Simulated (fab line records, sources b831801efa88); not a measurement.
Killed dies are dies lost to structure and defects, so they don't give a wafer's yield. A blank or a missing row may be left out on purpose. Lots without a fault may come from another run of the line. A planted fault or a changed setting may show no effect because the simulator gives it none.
Which tool did it? | flow gf180mcu | 14 lots, 42 wafers sampled, at 4 steps of a route of 602

WHAT THE GAUGES READ, wafer by wafer
GF_VT_IMPLANT_OVL_MEAS_40.
lot  | measured     | on         | VT_IMPLANT_03_OVL (nm)
L113 | day 7 19:16  | overlay-02 | -1.0 -3.0 0.7
L115 | day 8 04:37  | overlay-02 | -2.2 0.3 0.8
L122 | day 10 02:28 | overlay-02 | -1.1 -1.8 -0.1
L123 | day 10 09:13 | overlay-01 | -1.1 -2.6 -1.1
L124 | day 10 15:40 | overlay-02 | -1.4 -1.9 -1.5
L125 | day 11 00:14 | overlay-02 | -1.3 -1.7 -0.9
L126 | day 11 03:22 | overlay-01 | -0.8 -2.4 -1.7
L128 | day 11 20:43 | overlay-01 | -0.7 -1.1 -1.8
L129 | day 12 02:58 | overlay-01 | -0.3 1.3 -0.1
L131 | day 12 16:28 | overlay-01 | 1.6 -0.4 -0.4
L133 | day 13 01:28 | overlay-02 | -0.6 -1.2 -1.1
L134 | day 13 07:47 | overlay-02 | -1.9 -1.8 -1.6
L135 | day 13 16:52 | overlay-02 | 0.1 -0.2 -0.3
L136 | day 13 23:37 | overlay-02 | -0.1 0.1 2.4

GF_SALICIDE_THK_MEAS_05: measures by xrf.
lot  | measured     | on            | SALICIDE_TIN_THK (nm)
L113 | day 15 09:13 | film_metro-04 | 20.1 20.0 19.9
L115 | day 15 23:16 | film_metro-04 | 20.0 20.6 20.6
L122 | day 18 09:02 | film_metro-04 | 20.5 20.3 20.3
L123 | day 18 18:07 | film_metro-04 | 19.7 19.8 19.7
L124 | day 19 02:35 | film_metro-04 | 20.1 19.9 20.0
L125 | day 19 13:32 | film_metro-01 | 19.9 20.0 20.2
L126 | day 19 18:42 | film_metro-01 | 19.4 19.2 19.4
L128 | day 20 17:40 | film_metro-02 | 20.4 20.2 19.6
L129 | day 20 23:04 | film_metro-02 | 19.7 19.7 19.6
L131 | day 21 17:08 | film_metro-02 | 20.1 20.3 20.2
L133 | day 22 04:30 | film_metro-04 | 19.7 19.7 19.6
L134 | day 22 11:37 | film_metro-04 | 20.5 20.0 20.5
L135 | day 22 21:01 | film_metro-02 | 19.9 19.8 19.9
L136 | day 23 06:17 | film_metro-04 | 20.0 20.2 19.9

GF_CONTACT_THK_MEAS_01.
lot  | measured     | on            | CONTACT_CVD_00_THK (nm)
L113 | day 15 09:36 | film_metro-03 | 298 301 298
L115 | day 15 23:41 | film_metro-01 | 301 297 300
L122 | day 18 09:25 | film_metro-03 | 307 303 300
L123 | day 18 18:31 | film_metro-01 | 297 304 293
L124 | day 19 02:59 | film_metro-04 | 299 304 297
L125 | day 19 13:57 | film_metro-03 | 298 299 301
L126 | day 19 19:06 | film_metro-04 | 294 295 295
L128 | day 20 18:10 | film_metro-04 | 303 300 300
L129 | day 20 23:28 | film_metro-01 | 296 300 294
L131 | day 21 17:31 | film_metro-04 | 298 300 300
L133 | day 22 04:53 | film_metro-01 | 296 299 300
L134 | day 22 12:00 | film_metro-04 | 298 294 299
L135 | day 22 21:25 | film_metro-04 | 296 297 300
L136 | day 23 06:41 | film_metro-04 | 302 294 299

WHICH TOOL RAN EACH LOT (tool, then ch and the chambers of the sampled wafers, then the start)
lot  | GF_HV_LDD_IMPLANT_21
L113 | implanter-03 ch 0, day 10 23:23
L115 | implanter-02 ch 0, day 11 11:43
L122 | implanter-04 ch 0, day 13 15:08
L123 | implanter-03 ch 0, day 13 22:10
L124 | implanter-04 ch 0, day 14 06:23
L125 | implanter-02 ch 0, day 14 15:37
L126 | implanter-02 ch 0, day 14 18:10
L128 | implanter-03 ch 0, day 15 15:17
L129 | implanter-03 ch 0, day 15 21:50
L131 | implanter-02 ch 0, day 16 14:02
L133 | implanter-04 ch 0, day 16 23:56
L134 | implanter-03 ch 0, day 17 08:44
L135 | implanter-03 ch 0, day 17 16:49
L136 | implanter-02 ch 0, day 17 23:49
- GF_HV_LDD_IMPLANT_21

WHAT THE TOOLS THEMSELVES READ (means of the sampled wafers that have a number; where no wafer has one, the mark that the record gives instead)
GF_HV_LDD_IMPLANT_21.
lot  | tool         | beam_energy_keV | dose_ions_cm2
L113 | implanter-03 | 25.000          | 5.001e+13
L115 | implanter-02 | 25.000          | 4.994e+13
L122 | implanter-04 | 24.998          | 4.810e+13
L123 | implanter-03 | 25.005          | 4.995e+13
L124 | implanter-04 | 25.002          | 4.823e+13
L125 | implanter-02 | 24.991          | 5.000e+13
L126 | implanter-02 | 24.997          | 5.002e+13
L128 | implanter-03 | 24.992          | 5.000e+13
L129 | implanter-03 | 25.003          | 4.998e+13
L131 | implanter-02 | 25.008          | 5.002e+13
L133 | implanter-04 | 25.012          | 4.995e+13
L134 | implanter-03 | 24.999          | 4.995e+13
L135 | implanter-03 | 25.002          | 5.000e+13
L136 | implanter-02 | 25.000          | 4.996e+13

THE ANSWER, worked out from the rows above alone
Rule: what is usual is taken from the lots themselves. Put in order of their means at a reading, lots are off if they are a third of the lots or fewer, leave a main group of 4 or more, and stand apart from it by a gap of 3 or more times the standard deviation of the main group's means; of several such gaps the widest counts. A main group whose means are all the same, to the digits that the tables above print for the reading, isn't used. A lot without any number at a reading at which 4 lots or more have one is off too. The other lots that the step has rows for count as sound. The gauges are gone through in route order, then the tools' own readings, and for those a lot's mean is taken as printed above. The first step at which some lot is off is used, and at that step the reading that is off furthest; a lot without a number counts as furthest.
Off: L122, L124, at GF_HV_LDD_IMPLANT_21 (dose_ions_cm2). The main group: mean 4.998e+13, standard deviation 2.9e+10.
A tool fits if, at that step or a process step before it, it ran every lot that is off, and no sound lot after the first of them. None of those tried fits.

WHAT THE SIMULATOR HAD PUT IN
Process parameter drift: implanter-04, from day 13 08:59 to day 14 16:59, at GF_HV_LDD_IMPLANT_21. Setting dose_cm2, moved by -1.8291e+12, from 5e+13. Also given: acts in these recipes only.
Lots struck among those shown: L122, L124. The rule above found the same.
